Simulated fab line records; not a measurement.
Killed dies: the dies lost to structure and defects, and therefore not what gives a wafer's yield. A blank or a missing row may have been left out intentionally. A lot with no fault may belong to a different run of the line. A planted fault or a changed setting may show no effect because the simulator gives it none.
fab line records + flow sky130
[record]
- lots = 6
- wafers = 18
- last_day = 50
route steps=708 shown FIELD_ISO@3 PAD_OPEN@708
lots untouched by any fault: they come from a run of this same line in which no faults occurred
start_h: hours from the record's opening day to when the first of the lot's shown wafers began + wait_h: hours elapsed since this lot's preceding step + " as in the row above + L1.1+2: a row that stands for several wafers + - no value, or no start given + * or withheld: withheld + < > ~ a bound
route shown NAME@n: names a module that has steps shown in the file, with the first one's number in the route + usual: mean/standard deviation of fault-free wafers + same: alike in all rows + chamber/n: place in a boat + sites: readings site by site + _std_site: standard deviation across them + _edge_site: the outer-site mean with the inner-site mean subtracted + radius_mm: how far each site lies from the wafer's centre + mask NAME#n: copy n + behind: the most recent tool/chamber to have shaped the wafer + hold: why the lot was held/for how many hours/how that ended + device: names the non-switching transistor (n, p or np) + end of line: at the end of the route, the tests of the same wafers + where a step has no rows: the recipe by itself + killed: not the wafer's yield, but the dies lost to structure and defects at the first sort + map: dies across one wafer; x = killed, . = not, _ = none there
set.NAME: the run value of the setting; set.NAME@STEP: its run value at that earlier step + model.NAME: the simulator's own value behind a step, which no gauge read
certain route steps with their lots: each step a table, each wafer a row
services: when a tool's chamber went out of use (start_h, in hours from the record's first day, below 0 if earlier), for how many hours, and the reason
[[steps]]
[step SKY_FIELD_ISO_THK_MEAS_02]
[recipe]
- reads = SiO2_of_FIELD_ISO_OXIDATION_01
[usual]
- FIELD_ISO_OXIDATION_00_THK = 12.25/0.2
| lot.wafer | tool          | chamber | start_h | wait_h | FIELD_ISO_OXIDATION_00_THK[nm] |
|-----------|---------------|---------|---------|--------|--------------------------------|
| L117.4    | film_metro-02 | -       | 29.19   | 0.0    | 12.23                          |
| L117.5    | "             | -       | "       | "      | 12.03                          |
| L117.6    | "             | -       | "       | "      | 12.07                          |
| L120.1    | film_metro-02 | -       | 41.63   | 0.0    | 12.26                          |
| L120.2    | "             | -       | "       | "      | 12.41                          |
| L120.6    | "             | -       | "       | "      | 12.51                          |
| L131.1    | film_metro-03 | -       | 96.63   | 0.0    | 11.96                          |
| L131.2    | "             | -       | "       | "      | 12.12                          |
| L131.3    | "             | -       | "       | "      | 11.98                          |
| L132.1    | film_metro-04 | -       | 102.63  | 0.0    | 12.02                          |
| L132.2    | "             | -       | "       | "      | 12.14                          |
| L132.5    | "             | -       | "       | "      | 11.93                          |
| L134.1    | film_metro-02 | -       | 113.87  | 0.0    | 12.47                          |
| L134.2    | "             | -       | "       | "      | 12.55                          |
| L134.4    | "             | -       | "       | "      | 12.41                          |
| L137.4    | film_metro-04 | -       | 128.21  | 0.0    | 12.38                          |
| L137.5    | "             | -       | "       | "      | 12.28                          |
| L137.6    | "             | -       | "       | "      | 12.01                          |
[step SKY_FIELD_ISO_CVD_03]
[recipe]
- material = Si3N4
- precursor = DCS/NH3
- target_thk_nm = 165
- temp_c = 770
- time_s = 2830
- pressure_mtorr = 250
[step SKY_FIELD_ISO_THK_MEAS_04]
[recipe]
- reads = Si3N4_of_FIELD_ISO_CVD_03
[usual]
- FIELD_ISO_CVD_03_THK = 165.0/1.3
| lot.wafer | tool          | chamber | start_h | wait_h | FIELD_ISO_CVD_03_THK[nm] |
|-----------|---------------|---------|---------|--------|--------------------------|
| L117.4    | film_metro-04 | -       | 31.73   | 0.0    | 164.4                    |
| L117.5    | "             | -       | "       | "      | 166.4                    |
| L117.6    | "             | -       | "       | "      | 165.6                    |
| L120.1    | film_metro-03 | -       | 43.73   | 0.0    | 166.7                    |
| L120.2    | "             | -       | "       | "      | 164.0                    |
| L120.6    | "             | -       | "       | "      | 164.1                    |
| L131.1    | film_metro-02 | -       | 98.57   | 0.0    | 166.5                    |
| L131.2    | "             | -       | "       | "      | 164.6                    |
| L131.3    | "             | -       | "       | "      | 164.9                    |
| L132.1    | film_metro-04 | -       | 104.48  | 0.0    | 164.0                    |
| L132.2    | "             | -       | "       | "      | 163.4                    |
| L132.5    | "             | -       | "       | "      | 162.9                    |
| L134.1    | film_metro-04 | -       | 116.52  | 0.0    | 164.5                    |
| L134.2    | "             | -       | "       | "      | 164.9                    |
| L134.4    | "             | -       | "       | "      | 166.5                    |
| L137.4    | film_metro-02 | -       | 130.06  | 0.0    | 164.0                    |
| L137.5    | "             | -       | "       | "      | 164.1                    |
| L137.6    | "             | -       | "       | "      | 163.5                    |
[step SKY_FIELD_ISO_DEHYDRATE_05]
[recipe]
- temp_c = 200
- time_s = 60
[step SKY_FIELD_ISO_HMDS_06]
[recipe]
- prime_time_s = 60
- prime_temp_c = 120
[step SKY_FIELD_ISO_COAT_07]
[recipe]
- resist = BARC
- temp_c = withheld
- time_s = withheld
- spin_rpm = 3000
- resist_thk_nm = 60
[step SKY_FIELD_ISO_COAT_08]
[recipe]
- resist = KrF-thick
- spin_rpm = 3000
- resist_thk_nm = 450
[step SKY_FIELD_ISO_SOFTBAKE_09]
[recipe]
- temp_c = 100
- time_s = 90
- resist = KrF-thick
[step SKY_FIELD_ISO_EXPOSE_10]
[recipe]
- mask_id = FOM
- na = 0.68
- source_shape = annular
- sigma_inner = 0.4
- sigma_outer = 0.8
- target_cd_nm = 150
- dose_mj = 28
[step SKY_FIELD_ISO_PEB_11]
[recipe]
- peb_temp_c = withheld
- peb_time_s = withheld
- resist = KrF-thick
[step SKY_FIELD_ISO_DEVELOP_12]
[recipe]
- develop_time_s = 60
- resist = KrF-thick
- dev_temp_c = 21
[step SKY_FIELD_ISO_CD_MEAS_13]
[recipe]
- target_cd_nm = 150
[usual]
- cd_nm = 149.9/1.4
| lot.wafer | tool      | chamber | start_h | wait_h | cd_nm |
|-----------|-----------|---------|---------|--------|-------|
| L117.4    | cd_sem-02 | -       | 45.94   | -      | 148.5 |
| L117.5    | "         | -       | "       | "      | 147.4 |
| L117.6    | "         | -       | "       | "      | 149.5 |
| L120.1    | cd_sem-02 | -       | 59.62   | -      | 148.6 |
| L120.2    | "         | -       | "       | "      | 149.7 |
| L120.6    | "         | -       | "       | "      | 149.2 |
| L131.1    | cd_sem-02 | -       | 116.29  | -      | 148.6 |
| L131.2    | "         | -       | "       | "      | 150.5 |
| L131.3    | "         | -       | "       | "      | 150.8 |
| L132.1    | cd_sem-01 | -       | 121.77  | -      | 148.8 |
| L132.2    | "         | -       | "       | "      | 149.4 |
| L132.5    | "         | -       | "       | "      | 149.5 |
| L134.1    | cd_sem-02 | -       | 134.97  | -      | 150.7 |
| L134.2    | "         | -       | "       | "      | 151.5 |
| L134.4    | "         | -       | "       | "      | 150.9 |
| L137.4    | cd_sem-01 | -       | 149.50  | -      | 150.5 |
| L137.5    | "         | -       | "       | "      | 151.2 |
| L137.6    | "         | -       | "       | "      | 150.7 |
[step SKY_FIELD_ISO_ETCH_14]
[recipe]
- chemistry = N2/H2
- target = BARC
- ion_energy_ev = 200
- source_w = 500
- bias_w = 100
- pressure_mtorr = 30
- n2_flow_sccm = 100
- h2_flow_sccm = 200
- stop_on = SiO2
- time_s = 45.9
- target_depth_a = 600
[usual]
- drypump_motor_current_A = 5.5/0.48
- oes_product_au = 0.855/0.0049
- rf_fwd_power_W = 495.9/2.1
- throttle_valve_pct = 13.224/0.0095
[same]
- time_s = 45.9
| lot.wafer | tool        | chamber | start_h | wait_h | drypump_motor_current_A | oes_product_au | rf_fwd_power_W | rf_hours_counter_h | throttle_valve_pct | model.KrF-thick_of_FIELD_ISO_COAT_08.thk_nm |
|-----------|-------------|---------|---------|--------|-------------------------|----------------|----------------|--------------------|--------------------|---------------------------------------------|
| L117.4    | rie_diel-02 | 3       | 46.00   | 0.0    | 5.5                     | 0.853          | 496.4          | 24                 | 13.222             | 394.2                                       |
| L117.5    | "           | 2       | "       | "      | 5.8                     | 0.864          | 493.4          | -                  | 13.221             | 393.2                                       |
| L117.6    | "           | 1       | "       | "      | 6.2                     | 0.856          | 494.8          | -                  | 13.225             | 394.1                                       |
| L120.1    | rie_diel-04 | 0       | 59.74   | 0.1    | 5.6                     | 0.864          | 491.0          | 122                | 13.216             | 391.4                                       |
| L120.2    | "           | 1       | "       | "      | 4.9                     | 0.857          | 497.9          | 0                  | 13.207             | 391.3                                       |
| L120.6    | "           | 0       | "       | "      | 5.6                     | 0.859          | 492.7          | -                  | 13.224             | 390.4                                       |
| L131.1    | rie_diel-04 | 1       | 116.41  | 0.1    | 4.9                     | 0.855          | 492.0          | 1                  | 13.232             | 393.5                                       |
| L131.2    | "           | 3       | "       | "      | 5.8                     | 0.858          | 497.7          | 9                  | 13.219             | 387.5                                       |
| L131.3    | "           | 0       | "       | "      | 5.6                     | 0.859          | 492.7          | 124                | 13.235             | 391.9                                       |
| L132.1    | rie_diel-02 | 0       | 121.89  | 0.1    | 6.1                     | 0.857          | 497.5          | 54                 | 13.236             | 393                                         |
| L132.2    | "           | 1       | "       | "      | 6.1                     | 0.850          | 494.9          | 85                 | 13.213             | 393.9                                       |
| L132.5    | "           | 3       | "       | "      | 5.5                     | 0.859          | 497.1          | -                  | 13.227             | 394.4                                       |
| L134.1    | rie_diel-04 | 3       | 135.09  | 0.1    | 5.8                     | 0.859          | 497.6          | 10                 | 13.242             | 384.3                                       |
| L134.2    | "           | 2       | "       | "      | 4.8                     | 0.853          | 495.3          | 126                | 13.227             | 389.5                                       |
| L134.4    | "           | 1       | "       | "      | 4.9                     | 0.852          | 497.4          | 2                  | 13.217             | 389.3                                       |
| L137.4    | rie_diel-01 | 1       | 149.58  | 0.1    | 6.3                     | 0.850          | 493.6          | -                  | 13.243             | 391.5                                       |
| L137.5    | "           | 0       | "       | "      | 5.6                     | 0.861          | 496.7          | -                  | 13.223             | 392.4                                       |
| L137.6    | "           | 3       | "       | "      | 4.9                     | 0.856          | 498.0          | -                  | 13.226             | 392                                         |
[step SKY_FIELD_ISO_ETCH_15]
[recipe]
- chemistry = CHF3/O2
- target_depth_nm = 180
- stop_on = Si
- source_w = 600
- bias_w = 200
- pressure_mtorr = 40
- chf3_flow_sccm = 50
- O2_flow_sccm = 5
- time_s = 72
[usual]
- drypump_motor_current_A = 5.5/0.48
- oes_product_au = 0.946/0.0062
- rf_fwd_power_W = 596.1/2
- throttle_valve_pct = 8.845/0.0094
[same]
- time_s = 72
| lot.wafer | tool        | chamber | start_h | wait_h | drypump_motor_current_A | oes_product_au | rf_fwd_power_W | rf_hours_counter_h | throttle_valve_pct | model.KrF-thick_of_FIELD_ISO_COAT_08.thk_nm |
|-----------|-------------|---------|---------|--------|-------------------------|----------------|----------------|--------------------|--------------------|---------------------------------------------|
| L117.4    | rie_diel-02 | 3       | 46.05   | 0.0    | 5.4                     | 0.950          | 597.1          | 24                 | 8.831              | 243.1                                       |
| L117.5    | "           | 2       | "       | "      | 5.8                     | 0.949          | 592.3          | -                  | 8.852              | 241.3                                       |
| L117.6    | "           | 1       | "       | "      | 6.2                     | 0.947          | 595.5          | -                  | 8.842              | 241.5                                       |
| L120.1    | rie_diel-04 | 0       | 59.78   | 0.0    | 5.5                     | 0.951          | 596.7          | 122                | 8.842              | 232.4                                       |
| L120.2    | "           | 1       | "       | "      | 4.9                     | 0.935          | 595.0          | 0                  | 8.838              | 232.4                                       |
| L120.6    | "           | 0       | "       | "      | 5.5                     | 0.946          | 595.7          | -                  | 8.843              | 230.7                                       |
| L131.1    | rie_diel-04 | 1       | 116.45  | 0.0    | 4.9                     | 0.954          | 597.9          | 2                  | 8.854              | 236.7                                       |
| L131.2    | "           | 3       | "       | "      | 5.8                     | 0.946          | 596.3          | 9                  | 8.843              | 232.5                                       |
| L131.3    | "           | 0       | "       | "      | 5.6                     | 0.945          | 595.9          | 124                | 8.859              | 233.9                                       |
| L132.1    | rie_diel-02 | 0       | 121.93  | 0.0    | 6.0                     | 0.941          | 597.3          | 54                 | 8.847              | 237.6                                       |
| L132.2    | "           | 1       | "       | "      | 6.1                     | 0.945          | 594.4          | 85                 | 8.849              | 239.8                                       |
| L132.5    | "           | 3       | "       | "      | 5.4                     | 0.946          | 596.5          | -                  | 8.860              | 241.9                                       |
| L134.1    | rie_diel-04 | 3       | 135.13  | 0.0    | 5.8                     | 0.945          | 596.2          | 10                 | 8.840              | 226.4                                       |
| L134.2    | "           | 2       | "       | "      | 4.8                     | 0.940          | 599.9          | 126                | 8.839              | 233                                         |
| L134.4    | "           | 1       | "       | "      | 4.9                     | 0.948          | 597.8          | 2                  | 8.838              | 233                                         |
| L137.4    | rie_diel-01 | 1       | 149.63  | 0.0    | 6.4                     | 0.934          | 595.6          | -                  | 8.849              | 233                                         |
| L137.5    | "           | 0       | "       | "      | 5.6                     | 0.944          | 595.0          | -                  | 8.841              | 234.2                                       |
| L137.6    | "           | 3       | "       | "      | 4.9                     | 0.938          | 596.6          | -                  | 8.836              | 236.5                                       |
[step SKY_FIELD_ISO_STRIP_16]
[recipe]
- chemistry = O2/N2
- power_w = 1400
- pressure_mtorr = 1500
- platen_temp_c = withheld
- o2_flow_sccm = 3000
- n2_flow_sccm = 300
- overash_fraction = 0.5
[usual]
- drypump_motor_current_A = 5.9/0.32
- oes_product_au = 0.378/0.005
- strip_time_to_endpoint_s = 3.55/0.032
| lot.wafer | tool            | chamber | start_h | wait_h | drypump_motor_current_A | oes_product_au | rf_hours_counter_h | strip_time_to_endpoint_s |
|-----------|-----------------|---------|---------|--------|-------------------------|----------------|--------------------|--------------------------|
| L117.4    | plasma_asher-01 | 0       | 46.20   | 0.1    | 5.7                     | 0.373          | -                  | 3.62                     |
| L117.5    | "               | 0       | "       | "      | 5.7                     | 0.372          | -                  | 3.61                     |
| L117.6    | "               | 1       | "       | "      | 5.8                     | 0.381          | -                  | 3.60                     |
| L120.1    | plasma_asher-01 | 1       | 59.85   | 0.0    | 5.7                     | 0.382          | 41                 | 3.52                     |
| L120.2    | "               | 0       | "       | "      | 5.7                     | 0.378          | 41                 | 3.49                     |
| L120.6    | "               | 0       | "       | "      | 5.7                     | 0.380          | -                  | 3.49                     |
| L131.1    | plasma_asher-02 | 1       | 116.51  | 0.0    | 5.5                     | 0.374          | 42                 | 3.56                     |
| L131.2    | "               | 0       | "       | "      | 6.3                     | 0.370          | 42                 | 3.52                     |
| L131.3    | "               | 0       | "       | "      | 6.4                     | 0.377          | -                  | 3.51                     |
| L132.1    | plasma_asher-02 | 1       | 121.99  | 0.0    | 5.6                     | 0.377          | 43                 | 3.56                     |
| L132.2    | "               | 0       | "       | "      | 6.4                     | 0.379          | 43                 | 3.59                     |
| L132.5    | "               | 0       | "       | "      | 6.4                     | 0.389          | -                  | 3.61                     |
| L134.1    | plasma_asher-02 | 0       | 135.19  | 0.0    | 6.4                     | 0.380          | 44                 | 3.44                     |
| L134.2    | "               | 1       | "       | "      | 5.5                     | 0.377          | 44                 | 3.51                     |
| L134.4    | "               | 0       | "       | "      | 6.4                     | 0.371          | -                  | 3.52                     |
| L137.4    | plasma_asher-04 | 1       | 149.69  | 0.0    | 6.0                     | 0.377          | -                  | 3.52                     |
| L137.5    | "               | 0       | "       | "      | 6.1                     | 0.375          | -                  | 3.52                     |
| L137.6    | "               | 1       | "       | "      | 6.0                     | 0.375          | -                  | 3.53                     |
[step SKY_PAD_OPEN_PROBE_99]
[usual]
- killed_at_M0_to_M3 = 43/7.6
- killed_at_M4_up = 2.8/1.9
- killed_at_contacts = 24/4.7
- killed_at_front_end = 16/4.4
- killed_at_other = 0.2/0.4
- killed_dies = 86/9.9
- killed_open = 47/8.2
- killed_short = 39/6.3
[same]
- gross_dies = 492
- killed_at_back_side = 0
| lot.wafer | tool      | chamber | start_h | wait_h | killed_at_M0_to_M3 | killed_at_M4_up | killed_at_contacts | killed_at_front_end | killed_at_other | killed_dies | killed_open | killed_short |
|-----------|-----------|---------|---------|--------|--------------------|-----------------|--------------------|---------------------|-----------------|-------------|-------------|--------------|
| L117.4    | prober-01 | -       | 1095.28 | 0.2    | 44                 | 2               | 22                 | 12                  | 1               | 81          | 45          | 36           |
| L117.5    | prober-01 | -       | 1095.33 | 0.2    | 69                 | 1               | 25                 | 10                  | 0               | 105         | 62          | 43           |
| L117.6    | prober-01 | -       | 1095.38 | 0.2    | 38                 | 1               | 27                 | 12                  | 0               | 78          | 42          | 36           |
| L131.1    | prober-02 | -       | 1174.19 | 0.1    | 40                 | 1               | 26                 | 14                  | 1               | 82          | 48          | 34           |
| L131.2    | prober-02 | -       | 1174.24 | 0.1    | 51                 | 1               | 19                 | 16                  | 0               | 87          | 51          | 36           |
| L131.3    | prober-02 | -       | 1174.29 | 0.2    | 39                 | 1               | 20                 | 17                  | 0               | 77          | 45          | 32           |
| L132.1    | prober-01 | -       | 1174.54 | 0.1    | 45                 | 1               | 23                 | 20                  | 0               | 89          | 48          | 41           |
| L132.2    | prober-01 | -       | 1174.59 | 0.1    | 37                 | 5               | 19                 | 17                  | 0               | 78          | 39          | 39           |
| L132.5    | prober-01 | -       | 1174.74 | 0.2    | 48                 | 1               | 23                 | 19                  | 0               | 91          | 59          | 32           |
| L134.1    | prober-01 | -       | 1181.66 | 0.1    | 40                 | 4               | 33                 | 10                  | 0               | 87          | 45          | 42           |
| L134.2    | prober-01 | -       | 1181.71 | 0.1    | 33                 | 3               | 22                 | 19                  | 0               | 77          | 37          | 40           |
| L134.4    | prober-01 | -       | 1181.81 | 0.2    | 40                 | 3               | 28                 | 16                  | 1               | 88          | 54          | 34           |
// killed by level:class
L117.4 VIA1:geometric_particle:open=11 METAL2:geometric_particle:short=8 LI_CONTACT:geometric_particle:open=7 CONTACT:geometric_particle:open=6 VIA2:geometric_particle:open=6 VIA3:geometric_particle:open=5 CONTACT:geometric_particle:short=5 VIA1:geometric_particle:short=5
L117.5 VIA1:geometric_particle:open=17 VIA3:geometric_particle:open=13 METAL2:geometric_particle:short=11 VIA1:geometric_particle:short=8 CONTACT:geometric_particle:open=7 VIA2:geometric_particle:open=7 LI_CONTACT:geometric_particle:open=6 LOCAL_INTERCONNECT:geometric_particle:short=5
L117.6 VIA1:geometric_particle:open=11 VIA2:geometric_particle:open=8 LI_CONTACT:geometric_particle:open=7 CONTACT:geometric_particle:open=7 LI_CONTACT:geometric_particle:short=5 FIELD_ISO:geometric_particle:short=4 POLY_GATE:geometric_particle:open=4 LOCAL_INTERCONNECT:geometric_particle:short=4
L131.1 METAL2:geometric_particle:short=9 CONTACT:geometric_particle:open=8 VIA2:geometric_particle:open=8 VIA1:geometric_particle:open=7 LI_CONTACT:geometric_particle:open=7 POLY_GATE:geometric_particle:open=5 LOCAL_INTERCONNECT:geometric_particle:short=5 FIELD_ISO:geometric_particle:open=4
L131.2 VIA1:geometric_particle:open=9 VIA2:geometric_particle:open=8 VIA1:geometric_particle:short=7 VIA3:geometric_particle:open=7 METAL1:geometric_particle:short=6 LOCAL_INTERCONNECT:geometric_particle:short=6 CONTACT:geometric_particle:open=6 FIELD_ISO:geometric_particle:open=5
L131.3 VIA1:geometric_particle:open=8 CONTACT:geometric_particle:open=7 LI_CONTACT:geometric_particle:open=6 VIA3:geometric_particle:open=6 VIA1:geometric_particle:short=6 METAL2:geometric_particle:short=6 POLY_GATE:geometric_particle:open=5 FIELD_ISO:geometric_particle:short=4
L132.1 CONTACT:geometric_particle:open=12 VIA3:geometric_particle:open=9 VIA2:geometric_particle:open=7 POLY_GATE:geometric_particle:short=6 VIA1:geometric_particle:open=6 METAL2:geometric_particle:short=6 METAL1:geometric_particle:short=5 VIA1:geometric_particle:short=5
L132.2 VIA1:geometric_particle:open=8 VIA3:geometric_particle:open=8 CONTACT:geometric_particle:open=7 CONTACT:geometric_particle:short=6 POLY_GATE:geometric_particle:open=5 FIELD_ISO:geometric_particle:open=4 FIELD_ISO:geometric_particle:short=4 POLY_GATE:geometric_particle:short=4
L132.5 CONTACT:geometric_particle:open=11 VIA1:geometric_particle:open=11 VIA3:geometric_particle:open=11 LI_CONTACT:geometric_particle:open=8 VIA1:geometric_particle:short=6 METAL2:geometric_particle:short=5 VIA3:geometric_particle:short=5 FIELD_ISO:geometric_particle:open=4
L134.1 CONTACT:geometric_particle:open=14 VIA1:geometric_particle:open=9 CONTACT:geometric_particle:short=8 METAL1:geometric_particle:short=7 VIA2:geometric_particle:short=6 METAL3:geometric_particle:short=5 VIA3:geometric_particle:open=5 LI_CONTACT:geometric_particle:open=4
L134.2 CONTACT:geometric_particle:open=9 VIA1:geometric_particle:open=8 FIELD_ISO:geometric_particle:short=5 FIELD_ISO:geometric_particle:open=5 POLY_GATE:geometric_particle:short=5 METAL2:geometric_particle:short=5 VIA3:geometric_particle:open=5 LI_CONTACT:geometric_particle:open=4
L134.4 VIA1:geometric_particle:open=14 LI_CONTACT:geometric_particle:open=9 CONTACT:geometric_particle:open=8 VIA2:geometric_particle:open=6 VIA1:geometric_particle:short=6 POLY_GATE:geometric_particle:open=6 CONTACT:geometric_particle:short=6 LOCAL_INTERCONNECT:geometric_particle:short=5
[[services]]
| tool            | chamber | start_h | hours | kind           |
|-----------------|---------|---------|-------|----------------|
| rie_diel-04     | 1       | 24.71   | -     | clean          |
| rie_diel-04     | 1       | 24.71   | 22.5  | scheduled_down |
| rie_diel-04     | 1       | 24.71   | 22.5  | vent_cycle     |
| rie_diel-04     | 2       | 47.33   | 10.9  | repair         |
| plasma_asher-02 | -       | 55.25   | 14.6  | pm             |
| plasma_asher-04 | -       | 87.45   | 26.7  | repair         |
| rie_diel-02     | -       | 87.94   | 7.6   | repair         |
| plasma_asher-04 | -       | 102.64  | 3.3   | repair         |
| rie_diel-01     | 3       | 109.67  | 3.9   | repair         |
| rie_diel-04     | 2       | 116.36  | 7.7   | repair         |
| rie_diel-02     | 3       | 122.65  | 9.1   | repair         |
| rie_diel-02     | 2       | 126.24  | 1.7   | repair         |
| rie_diel-01     | 2       | 126.82  | 6.7   | repair         |
| rie_diel-02     | -       | 135.97  | 0.4   | repair         |
| plasma_asher-02 | -       | 141.49  | 2.5   | repair         |
| rie_diel-01     | 2       | 142.84  | 16.6  | repair         |
[[key]]
first_sign none at tools or gauges
[model_effect]
- step = SKY_FIELD_ISO_ETCH_14
- value = KrF-thick_of_FIELD_ISO_COAT_08.thk_nm
- without = 391.1
- struck = 385.9
[model_effect]
- step = SKY_FIELD_ISO_ETCH_15
- value = KrF-thick_of_FIELD_ISO_COAT_08.thk_nm
- without = 234.6
- struck = 229.4
met_at SKY_FIELD_ISO_ETCH_14
struck_wafers L131.2,L134.1
tester_left_out L131,L134
[fault]
- kind = process_parameter_drift
- tool = rie_diel-04
- chamber = 3
- onset_h = 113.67
- steps = SKY_FIELD_ISO_ETCH_14
- channel = ion_energy_ev
- offset = 80
- shape = step
- end_h = 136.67
- acts_in = these_recipes_only
- stated = 200
// tester_left_out: of these lots the tester's yield and bins aren't shown, on N5 and GAA mostly nor the transistor test; their killed dies are dies lost to structure and defects alone, not to doping, threshold or leakage, so they don't give the yield
